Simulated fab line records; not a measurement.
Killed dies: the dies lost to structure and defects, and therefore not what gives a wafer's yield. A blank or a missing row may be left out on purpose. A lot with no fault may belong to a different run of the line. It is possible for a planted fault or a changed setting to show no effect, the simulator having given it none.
fab line records | flow sky130
record: lots: 13 | wafers: 39 | last_day: 50
route steps=708 shown FIELD_ISO@15 LDD_N@252 LDD_HVP@285 SD_N@349 PAD_OPEN@708
lots untouched by any fault: they come from a run of this same line in which no faults occurred
start_h: start of the lot's first displayed wafer, in hours after the record's first day | wait_h: time in hours since the lot's previous step | " the same as in the row above | L1.1+2: one row covering several wafers at once | - either no value or no given start | * or withheld: withheld | < > ~ a bound
route shown NAME@n: NAME is a module with steps in the file, n the number in the route of the first one | usual: mean/standard deviation of fault-free wafers | same: alike in all rows | chamber/n: place in a boat | sites: per-site readings | _std_site: standard deviation across them | _edge_site: outer sites' mean less inner sites' | radius_mm: how far each site lies from the wafer's centre | mask NAME#n: copy n | behind: the most recent tool/chamber to have shaped the wafer | hold: why the lot was held/for how many hours/how that ended | device: which transistor (n, p or np) failed to switch | end of line: the route-end tests of the same wafers | step lacking rows: just its recipe | killed: the dies lost at the first sort to structure and to defects; this is not the yield of the wafer | map: dies across one wafer; x = killed, . = not, _ = none there
set.NAME: setting as actually run; set.NAME@STEP: the setting as run at that earlier step | model.NAME: the simulator's own value behind a step, which no gauge read
route steps across a sampled set of lots; one table per step, one row per wafer
services: from which hour (start_h, from the record's first day; less than 0 if before it) a tool's chamber was out of use, for how many hours, and why
== steps ==
step: SKY_FIELD_ISO_ETCH_14
recipe: chemistry: N2/H2 | target: BARC | ion_energy_ev: 200 | source_w: 500 | bias_w: 100 | pressure_mtorr: 30 | n2_flow_sccm: 100 | h2_flow_sccm: 200 | stop_on: SiO2 | time_s: 45.9 | target_depth_a: 600
usual: drypump_motor_current_A: 5.7/0.42 | oes_product_au: 0.854/0.0047 | rf_fwd_power_W: 494.8/2.2 | throttle_valve_pct: 13.224/0.0099
lot.wafer | tool        | chamber | start_h | wait_h | drypump_motor_current_A | oes_product_au | rf_fwd_power_W | rf_hours_counter_h | throttle_valve_pct
L586.3    | rie_diel-03 | 2       | 33.96   | 0.1    | 5.6                     | 0.855          | 495.0          | 5                  | 13.221
L586.5    | "           | 0       | "       | "      | 5.1                     | 0.853          | 493.2          | -                  | 13.229
L586.6    | "           | 1       | "       | "      | 5.3                     | 0.854          | 497.7          | -                  | 13.223
L587.1    | rie_diel-03 | 1       | 40.61   | 0.1    | 5.4                     | 0.842          | 496.4          | 5                  | 13.210
L587.2    | "           | 2       | "       | "      | 5.6                     | 0.851          | 495.6          | 5                  | 13.227
L587.5    | "           | 2       | "       | "      | 5.6                     | 0.849          | 496.3          | -                  | 13.201
L589.3    | rie_diel-04 | 3       | 52.26   | 0.1    | 5.3                     | 0.858          | 493.0          | 52                 | 13.218
L589.5    | "           | 0       | "       | "      | 5.5                     | 0.847          | 494.7          | -                  | 13.228
L589.6    | "           | 3       | "       | "      | 5.3                     | 0.846          | 494.7          | -                  | 13.212
L592.3    | rie_diel-01 | 0       | 64.81   | 0.1    | 5.6                     | 0.846          | 493.2          | 70                 | 13.237
L592.4    | "           | 1       | "       | "      | 6.5                     | 0.850          | 493.2          | 159                | 13.241
L592.5    | "           | 3       | "       | "      | 6.6                     | 0.851          | 494.0          | -                  | 13.226
L593.1    | rie_diel-04 | 0       | 71.63   | 0.1    | 5.4                     | 0.852          | 492.9          | 1                  | 13.230
L593.3    | "           | 2       | "       | "      | 5.4                     | 0.854          | 492.4          | 61                 | 13.237
L593.5    | "           | 1       | "       | "      | 5.4                     | 0.853          | 495.3          | -                  | 13.228
L594.2    | rie_diel-01 | 1       | 78.31   | 0.1    | 6.5                     | 0.853          | 491.7          | 159                | 13.231
L594.3    | "           | 3       | "       | "      | 6.6                     | 0.855          | 494.0          | 78                 | 13.227
L594.4    | "           | 0       | "       | "      | 5.5                     | 0.844          | 495.2          | 70                 | 13.226
L597.2    | rie_diel-04 | 1       | 90.85   | 0.1    | 5.4                     | 0.847          | 497.9          | 102                | 13.244
L597.4    | "           | 0       | "       | "      | 5.4                     | 0.863          | 497.6          | 1                  | 13.213
L597.6    | "           | 2       | "       | "      | 5.5                     | 0.861          | 493.4          | -                  | 13.220
L598.1    | rie_diel-03 | 2       | 98.06   | 0.1    | 5.6                     | 0.856          | 498.4          | 6                  | 13.235
L598.2    | "           | 3       | "       | "      | 5.8                     | 0.859          | 492.3          | 143                | 13.213
L598.3    | "           | 1       | "       | "      | 5.4                     | 0.851          | 498.5          | 6                  | 13.210
L599.3    | rie_diel-01 | 0       | 104.21  | 0.1    | 5.6                     | 0.853          | 494.5          | 71                 | 13.224
L599.5    | "           | 2       | "       | "      | 5.8                     | 0.856          | 494.6          | -                  | 13.225
L599.6    | "           | 3       | "       | "      | 6.6                     | 0.860          | 494.1          | -                  | 13.215
L600.3    | rie_diel-03 | 1       | 108.61  | 0.1    | 5.4                     | 0.851          | 498.3          | 6                  | 13.221
L600.5    | "           | 0       | "       | "      | 5.1                     | 0.851          | 494.8          | -                  | 13.224
L600.6    | "           | 3       | "       | "      | 5.9                     | 0.861          | 490.8          | -                  | 13.225
L601.1    | rie_diel-03 | 1       | 113.81  | 0.1    | 5.4                     | 0.863          | 498.4          | 6                  | 13.231
L601.4    | "           | 3       | "       | "      | 5.9                     | 0.861          | 493.6          | 144                | 13.224
L601.5    | "           | 3       | "       | "      | 5.8                     | 0.854          | 492.1          | -                  | 13.218
L602.2    | rie_diel-03 | 1       | 118.81  | 0.1    | 5.4                     | 0.854          | 496.5          | 6                  | 13.216
L602.4    | "           | 3       | "       | "      | 5.9                     | 0.863          | 488.0          | 144                | 13.229
L602.5    | "           | 1       | "       | "      | 5.4                     | 0.851          | 496.9          | -                  | 13.213
L608.1    | rie_diel-01 | 0       | 150.91  | 0.1    | 5.6                     | 0.862          | 495.2          | 72                 | 13.239
L608.2    | "           | 3       | "       | "      | 6.6                     | 0.852          | 494.9          | 79                 | 13.224
L608.5    | "           | 3       | "       | "      | 6.6                     | 0.856          | 494.3          | -                  | 13.233
step: SKY_LDD_N_IMPLANT_15
recipe: species: BF2 | energy_kev: 50 | dose_cm2: 5e+12 | tilt_deg: 30 | rotation_deg: 270
usual: dose_ions_cm2: 5e+12/5.1e+09 | faraday_current_uA: 28.2/0.56
lot.wafer | tool         | chamber | start_h | wait_h | dose_ions_cm2 | faraday_current_uA
L586.3    | implanter-04 | 0       | 404.98  | 0.1    | 5e+12         | 27.7
L586.5    | "            | 0       | "       | "      | 5.001e+12     | 28.4
L586.6    | "            | 0       | "       | "      | 4.995e+12     | 28.5
L587.1    | implanter-04 | 0       | 415.93  | 0.1    | 5.007e+12     | 28.5
L587.2    | "            | 0       | "       | "      | 5.006e+12     | 28.3
L587.5    | "            | 0       | "       | "      | 5.004e+12     | 28.2
L589.3    | implanter-04 | 0       | 436.98  | 0.1    | 5e+12         | 29.7
L589.5    | "            | 0       | "       | "      | 5.001e+12     | 28.9
L589.6    | "            | 0       | "       | "      | 5.003e+12     | 29.0
L592.3    | implanter-02 | 0       | 463.03  | 0.1    | 5.005e+12     | 27.9
L592.4    | "            | 0       | "       | "      | 5.001e+12     | 28.5
L592.5    | "            | 0       | "       | "      | 4.999e+12     | 28.0
L593.1    | implanter-02 | 0       | 471.61  | 0.1    | 4.997e+12     | 28.5
L593.3    | "            | 0       | "       | "      | 5.001e+12     | 28.9
L593.5    | "            | 0       | "       | "      | 4.995e+12     | 28.9
L594.2    | implanter-02 | 0       | 496.00  | 0.1    | 5.008e+12     | 28.4
L594.3    | "            | 0       | "       | "      | 4.996e+12     | 27.5
L594.4    | "            | 0       | "       | "      | 5.001e+12     | 28.0
L597.2    | implanter-02 | 0       | 524.00  | 0.1    | 5.001e+12     | 28.3
L597.4    | "            | 0       | "       | "      | 5.008e+12     | 28.1
L597.6    | "            | 0       | "       | "      | 5.001e+12     | 28.0
L598.1    | implanter-04 | 0       | 541.43  | 0.1    | 5.001e+12     | 28.3
L598.2    | "            | 0       | "       | "      | 5.004e+12     | 28.4
L598.3    | "            | 0       | "       | "      | 5e+12         | 28.8
L599.3    | implanter-02 | 0       | 553.92  | 0.1    | 8.873e+12     | 50.9
L599.5    | "            | 0       | "       | "      | 8.866e+12     | 50.8
L599.6    | "            | 0       | "       | "      | 8.864e+12     | 50.9
L600.3    | implanter-02 | 0       | 557.87  | 0.1    | 8.861e+12     | 51.6
L600.5    | "            | 0       | "       | "      | 8.866e+12     | 50.2
L600.6    | "            | 0       | "       | "      | 8.87e+12      | 49.2
L601.1    | implanter-03 | 0       | 559.21  | 0.1    | 4.999e+12     | 27.9
L601.4    | "            | 0       | "       | "      | 5.011e+12     | 27.2
L601.5    | "            | 0       | "       | "      | 5.005e+12     | 27.8
L602.2    | implanter-02 | 0       | 561.55  | 0.1    | 8.856e+12     | 48.5
L602.4    | "            | 0       | "       | "      | 8.875e+12     | 50.3
L602.5    | "            | 0       | "       | "      | 8.857e+12     | 51.2
L608.1    | implanter-04 | 0       | 617.88  | 0.1    | 4.995e+12     | 27.4
L608.2    | "            | 0       | "       | "      | 5.003e+12     | 28.1
L608.5    | "            | 0       | "       | "      | 5.003e+12     | 28.3
step: SKY_LDD_HVP_OVL_MEAS_07
usual: LDD_HVP_OVL: 0.8/1.1
lot.wafer | tool       | chamber | start_h | wait_h | LDD_HVP_OVL[nm]
L586.3    | overlay-02 | -       | 497.59  | 0.1    | -0.5
L586.5    | "          | -       | "       | "      | 0.3
L586.6    | "          | -       | "       | "      | -0.2
L587.1    | overlay-02 | -       | 508.03  | 0.1    | 1.7
L587.2    | "          | -       | "       | "      | 0.2
L587.5    | "          | -       | "       | "      | 0.0
L589.3    | overlay-02 | -       | 528.83  | 0.1    | -0.2
L589.5    | "          | -       | "       | "      | -1.3
L589.6    | "          | -       | "       | "      | 0.2
L592.3    | overlay-02 | -       | 553.28  | 0.1    | 0.8
L592.4    | "          | -       | "       | "      | 0.9
L592.5    | "          | -       | "       | "      | 0.3
L593.1    | overlay-02 | -       | 561.62  | 0.1    | 1.9
L593.3    | "          | -       | "       | "      | 2.1
L593.5    | "          | -       | "       | "      | 3.9
L594.2    | overlay-01 | -       | 586.99  | 0.1    | -1.1
L594.3    | "          | -       | "       | "      | 0.9
L594.4    | "          | -       | "       | "      | -0.1
L597.2    | overlay-02 | -       | 611.83  | 0.1    | 0.4
L597.4    | "          | -       | "       | "      | 2.5
L597.6    | "          | -       | "       | "      | 0.8
L598.1    | overlay-01 | -       | 629.97  | 0.1    | 1.5
L598.2    | "          | -       | "       | "      | 0.7
L598.3    | "          | -       | "       | "      | 0.6
L599.3    | overlay-01 | -       | 641.15  | 0.1    | -0.3
L599.5    | "          | -       | "       | "      | 0.2
L599.6    | "          | -       | "       | "      | 1.5
L600.3    | overlay-01 | -       | 646.69  | 0.1    | -1.2
L600.5    | "          | -       | "       | "      | -2.4
L600.6    | "          | -       | "       | "      | -0.8
L601.1    | overlay-02 | -       | 646.84  | 0.1    | 1.0
L601.4    | "          | -       | "       | "      | 0.9
L601.5    | "          | -       | "       | "      | -0.2
L602.2    | overlay-02 | -       | 649.14  | 0.1    | 0.7
L602.4    | "          | -       | "       | "      | 2.0
L602.5    | "          | -       | "       | "      | 0.6
L608.1    | overlay-01 | -       | 704.24  | 0.1    | 1.8
L608.2    | "          | -       | "       | "      | 0.6
L608.5    | "          | -       | "       | "      | 1.0
step: SKY_SD_N_CD_MEAS_07
recipe: target_cd_nm: 380
usual: cd_nm: 380/3.2
lot.wafer | tool      | chamber | start_h | wait_h | cd_nm
L586.3    | cd_sem-01 | -       | 648.03  | 0.1    | 382
L586.5    | "         | -       | "       | "      | 382
L586.6    | "         | -       | "       | "      | 380
L587.1    | cd_sem-01 | -       | 658.74  | 0.1    | 377
L587.2    | "         | -       | "       | "      | 375
L587.5    | "         | -       | "       | "      | 377
L589.3    | cd_sem-01 | -       | 678.53  | 0.1    | 374
L589.5    | "         | -       | "       | "      | 376
L589.6    | "         | -       | "       | "      | 375
L592.3    | cd_sem-02 | -       | 699.98  | 0.1    | 382
L592.4    | "         | -       | "       | "      | 383
L592.5    | "         | -       | "       | "      | 381
L593.1    | cd_sem-01 | -       | 707.92  | 0.1    | 379
L593.3    | "         | -       | "       | "      | 378
L593.5    | "         | -       | "       | "      | 380
L594.2    | cd_sem-01 | -       | 731.21  | 0.1    | 384
L594.3    | "         | -       | "       | "      | 383
L594.4    | "         | -       | "       | "      | 385
L597.2    | cd_sem-02 | -       | 753.96  | 0.1    | 379
L597.4    | "         | -       | "       | "      | 380
L597.6    | "         | -       | "       | "      | 382
L598.1    | cd_sem-01 | -       | 769.74  | 0.1    | 381
L598.2    | "         | -       | "       | "      | 378
L598.3    | "         | -       | "       | "      | 377
L599.3    | cd_sem-01 | -       | 781.38  | 0.1    | 377
L599.5    | "         | -       | "       | "      | 377
L599.6    | "         | -       | "       | "      | 375
L600.3    | cd_sem-01 | -       | 787.08  | 0.1    | 382
L600.5    | "         | -       | "       | "      | 383
L600.6    | "         | -       | "       | "      | 381
L601.1    | cd_sem-02 | -       | 787.92  | 0.1    | 381
L601.4    | "         | -       | "       | "      | 384
L601.5    | "         | -       | "       | "      | 382
L602.2    | cd_sem-02 | -       | 791.51  | 0.1    | 383
L602.4    | "         | -       | "       | "      | 383
L602.5    | "         | -       | "       | "      | 383
L608.1    | cd_sem-02 | -       | 843.19  | 0.1    | 377
L608.2    | "         | -       | "       | "      | 378
L608.5    | "         | -       | "       | "      | 378
step: SKY_PAD_OPEN_PROBE_99
usual: killed_at_M0_to_M3: 44/7.6 | killed_at_M4_up: 3.2/1.7 | killed_at_contacts: 24/5.7 | killed_at_front_end: 16/3.9 | killed_at_other: 0.2/0.45 | killed_dies: 87/9.5 | killed_open: 47/6.9 | killed_short: 40/5.8
same: gross_dies: 492 | killed_at_back_side: 0
lot.wafer | tool      | chamber | start_h | wait_h | killed_at_M0_to_M3 | killed_at_M4_up | killed_at_contacts | killed_at_front_end | killed_at_other | killed_dies | killed_open | killed_short
L594.2    | prober-02 | -       | 1130.10 | 0.1    | 39                 | 2               | 20                 | 19                  | 1               | 81          | 45          | 36
L594.3    | prober-02 | -       | 1130.15 | 0.2    | 42                 | 3               | 35                 | 15                  | 0               | 95          | 52          | 43
L594.4    | prober-02 | -       | 1130.20 | 0.2    | 42                 | 6               | 23                 | 13                  | 1               | 85          | 42          | 43
L600.3    | prober-02 | -       | 1174.57 | 0.2    | 43                 | 3               | 22                 | 20                  | 1               | 89          | 42          | 47
L600.5    | prober-02 | -       | 1174.67 | 0.2    | 32                 | 4               | 28                 | 17                  | 0               | 81          | 43          | 38
L600.6    | prober-02 | -       | 1174.72 | 0.2    | 43                 | 2               | 15                 | 15                  | 0               | 75          | 39          | 36
killed by level:class
L594.2 METAL1:geometric_particle:short=9 VIA1:geometric_particle:open=8 VIA2:geometric_particle:open=6 LI_CONTACT:geometric_particle:open=5 CONTACT:geometric_particle:open=5 VIA3:geometric_particle:open=5 FIELD_ISO:geometric_particle:short=4 LI_CONTACT:geometric_particle:short=4
L594.3 CONTACT:geometric_particle:open=15 METAL1:geometric_particle:short=7 LI_CONTACT:geometric_particle:open=7 VIA3:geometric_particle:open=7 METAL2:geometric_particle:short=6 POLY_GATE:geometric_particle:open=5 VIA1:geometric_particle:short=5 CONTACT:geometric_particle:short=5
L594.4 CONTACT:geometric_particle:short=8 VIA1:geometric_particle:open=8 CONTACT:geometric_particle:open=7 METAL2:geometric_particle:short=7 VIA3:geometric_particle:open=6 VIA2:geometric_particle:short=5 METAL4:geometric_particle:short=5 FIELD_ISO:geometric_particle:open=4
L600.3 VIA1:geometric_particle:open=10 CONTACT:geometric_particle:open=10 METAL2:geometric_particle:short=8 VIA1:geometric_particle:short=7 LOCAL_INTERCONNECT:geometric_particle:short=6 VIA2:geometric_particle:open=6 FIELD_ISO:geometric_particle:open=5 SPACER:geometric_particle:short=5
L600.5 LI_CONTACT:geometric_particle:open=8 CONTACT:geometric_particle:open=8 VIA2:geometric_particle:open=8 VIA1:geometric_particle:open=6 FIELD_ISO:geometric_particle:short=5 CONTACT:geometric_particle:short=4 SPACER:geometric_particle:short=4 METAL3:geometric_particle:short=4
L600.6 FIELD_ISO:geometric_particle:open=8 VIA1:geometric_particle:short=7 VIA1:geometric_particle:open=7 VIA2:geometric_particle:open=6 CONTACT:geometric_particle:open=5 METAL3:geometric_particle:short=5 LI_CONTACT:geometric_particle:open=4 METAL1:geometric_particle:open=4
== services ==
tool         | chamber | start_h | hours | kind
implanter-02 | -       | 56.65   | 0.7   | repair
rie_diel-03  | 0       | 101.33  | 1.9   | repair
implanter-04 | -       | 103.76  | 3.0   | repair
implanter-02 | -       | 133.24  | 5.7   | pm
implanter-04 | -       | 135.24  | 4.5   | repair
implanter-04 | -       | 177.36  | 5.6   | pm
rie_diel-03  | 3       | 186.79  | 6.5   | repair
implanter-02 | -       | 224.40  | 0.9   | repair
implanter-02 | -       | 230.48  | 0.9   | repair
rie_diel-03  | -       | 244.18  | 2.8   | pm
rie_diel-03  | 2       | 284.67  | 10.5  | repair
implanter-02 | -       | 299.19  | 16.5  | repair
rie_diel-03  | 1       | 305.83  | 15.6  | repair
implanter-02 | -       | 315.68  | 4.1   | pm
rie_diel-03  | 3       | 364.14  | 8.7   | repair
rie_diel-03  | 2       | 376.04  | 12.3  | repair
rie_diel-03  | 2       | 391.74  | 4.0   | repair
rie_diel-03  | -       | 399.23  | 0.7   | repair
implanter-02 | -       | 430.47  | 1.8   | repair
rie_diel-03  | 2       | 526.95  | 1.6   | repair
implanter-02 | -       | 539.62  | 1.8   | repair
rie_diel-03  | 0       | 554.90  | 5.5   | repair
implanter-02 | -       | 584.49  | 3.0   | repair
rie_diel-03  | 3       | 617.52  | 7.1   | repair
== key ==
first_sign: step: SKY_LDD_N_IMPLANT_15 | reading: dose_ions_cm2 | direction: up | sigmas: 99+ | usual: * | struck: *
effect: step: SKY_LDD_N_IMPLANT_15 | reading: faraday_current_uA | direction: up | sigmas: 39 | usual: 28.2 | struck: 50.4
met_at SKY_LDD_N_IMPLANT_15
struck_lots L599,L600,L602
tester_left_out L599,L600,L602
not_acting_at SKY_FIELD_ISO_ETCH_14,SKY_LDD_HVP_OVL_MEAS_07,SKY_SD_N_CD_MEAS_07
onset_between 524.00 553.92
fault: kind: process_parameter_drift | tool: implanter-02 | chamber: - | onset_h: 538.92 | steps: SKY_LDD_N_IMPLANT_15 | channel: dose_cm2 | offset: * | shape: step | end_h: 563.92 | acts_in: * | stated: *
tester_left_out: of these lots the tester's yield and bins aren't shown, on N5 and GAA mostly nor the transistor test; their killed dies are dies lost to structure and defects alone, not to doping, threshold or leakage, so they don't give the yield
